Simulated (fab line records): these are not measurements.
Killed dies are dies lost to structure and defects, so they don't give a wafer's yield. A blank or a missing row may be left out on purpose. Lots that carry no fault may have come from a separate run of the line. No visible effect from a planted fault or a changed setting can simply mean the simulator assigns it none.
2 desks, one fault | flow gf180mcu | only its own numbers are on each desk; what lay behind them is given at the end

== FOR THE TOOL OWNER'S DESK: lpcvd-02 ==
The tool's own readings at GF_HV_LDD_CVD_54 (deposits SiO2 from TEOS, target thk 10 nm, time 75 s): means of the sampled wafers that have a number, for each lot that ran on this tool. Any lot whose mean is over 4 standard deviations away from the usual mean is out of limits and marked OUT; that distance is given in the brackets.
Columns: A = spike tc bottom C at GF_HV_LDD_CVD_54, usual 698.9 C; B = spike tc centre C at GF_HV_LDD_CVD_54, usual 680.2 C; C = spike tc lower C at GF_HV_LDD_CVD_54, usual 681.4 C; D = spike tc top C at GF_HV_LDD_CVD_54, usual 695.4 C; E = spike tc upper C at GF_HV_LDD_CVD_54, usual 680.6 C; F = susceptor temp C at GF_HV_LDD_CVD_54, usual 680.00 C; G = zone power centre pct at GF_HV_LDD_CVD_54, usual 9.6 %
lot  | first seen here | A                | B               | C                | D               | E               | F      | G
L362 | day 12 05:31    | 701.1            | 679.6           | 681.1            | 695.5           | 680.8           | 679.95 | 9.8
L365 | day 13 09:56    | 696.9            | 679.6           | 682.9            | 696.1           | 681.0           | 679.89 | 8.2
L368 | day 14 12:42    | 696.6            | 679.2           | 682.8            | 695.2           | 681.2           | 680.15 | 8.3
L369 | day 14 21:02    | 697.0            | 679.3           | 683.3            | 695.5           | 681.5           | 680.04 | 8.2
L370 | day 15 01:29    | 697.2            | 680.2           | 682.5            | 695.1           | 681.1           | 680.03 | 8.2
L372 | day 15 18:11    | 701.4            | 680.0           | 681.1            | 694.8           | 681.5           | 680.30 | 9.9
L373 | day 16 02:19    | 696.8            | 680.4           | 682.9            | 695.5           | 682.0           | 679.81 | 8.3
L374 | day 16 10:21    | 701.5            | 680.4           | 681.3            | 694.5           | 681.2           | 680.20 | 9.8
L375 | day 16 16:23    | 697.5            | 678.9           | 682.6            | 695.4           | 679.7           | 680.59 | 8.1
L382 | day 19 05:26    | 716.2 (+6.7) OUT | 695.8 (+13) OUT | 694.5 (+8.2) OUT | 708.5 (+10) OUT | 695.4 (+12) OUT | 679.76 | 10.3
L385 | day 19 23:32    | 710.9 (+4.6) OUT | 695.4 (+13) OUT | 696.9 (+9.7) OUT | 709.7 (+11) OUT | 695.6 (+12) OUT | 679.90 | 8.5
Finding of this desk: L382, L385 out of limits; the first was L382 at day 19 05:26, on spike tc bottom C at GF_HV_LDD_CVD_54. In limits: L362, L365, L368, L369, L370, L372, L373, L374, L375.

== AT THE METROLOGY DESK ==
Means of the sampled wafers that have a number, per lot and without regard to the tool the lot ran on: this is what the gauges read. Any lot whose mean is over 4 standard deviations away from the usual mean is out of limits and marked OUT; that distance is given in the brackets.
Columns: A = cd nm at GF_HV_LDD_CD_MEAS_31, usual 399.4 nm; B = HV_LDD_02_OVL at GF_HV_LDD_OVL_MEAS_32, usual 0.0 nm; C = HV_LDD_4_TW at GF_HV_LDD_TW_MEAS_50, usual 568; D = HV_LDD_CVD_54_THK at GF_HV_LDD_THK_MEAS_55, usual 9.98 nm
lot  | first seen here | A     | B    | C   | D
L362 | day 11 09:23    | 399.1 | 2.1  | 563 | 10.08
L365 | day 12 12:59    | 396.8 | 1.6  | 568 | 9.96
L366 | day 12 19:35    | 400.3 | -1.3 | 572 | 9.97
L368 | day 13 14:04    | 400.5 | 2.3  | 568 | 9.96
L369 | day 13 22:44    | 401.7 | -0.7 | 572 | 9.79
L370 | day 14 01:41    | 399.7 | -0.7 | 566 | 10.03
L372 | day 14 19:58    | 399.4 | -0.5 | 569 | 10.17
L373 | day 15 02:47    | 399.4 | -1.5 | 567 | 10.28
L374 | day 15 10:56    | 401.0 | 0.7  | 562 | 10.20
L375 | day 15 16:41    | 401.1 | -0.6 | 565 | 10.02
L382 | day 18 03:38    | 399.2 | 1.2  | 571 | 14.22 (+33) OUT
L383 | day 18 11:38    | 397.4 | 0.3  | 571 | 9.86
L385 | day 18 21:47    | 401.8 | -0.1 | 564 | 14.13 (+32) OUT
This desk's result: L382, L385 out of limits, first on L382 (HV_LDD_CVD_54_THK at GF_HV_LDD_THK_MEAS_55), day 19 06:28. In limits: L362, L365, L366, L368, L369, L370, L372, L373, L374, L375, L383.

== PUT TOGETHER ==
The tool owner's desk could have raised an alarm at day 19 05:26, on L382, L385.
On L382, L385, the metrology desk was in a position to raise an alarm at day 19 06:28.
All the named lots went through GF_HV_LDD_CVD_54 on lpcvd-02.

== WHAT THE SIMULATOR HAD INSERTED ==
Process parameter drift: lpcvd-02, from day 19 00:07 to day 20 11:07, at GF_HV_LDD_CVD_54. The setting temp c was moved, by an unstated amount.
Shown lots that were struck: L382, L385.
Delay (hours) between the fault's onset and each desk's first out-of-limits reading: 5 at the tool owner's desk, 6 at the metrology desk.
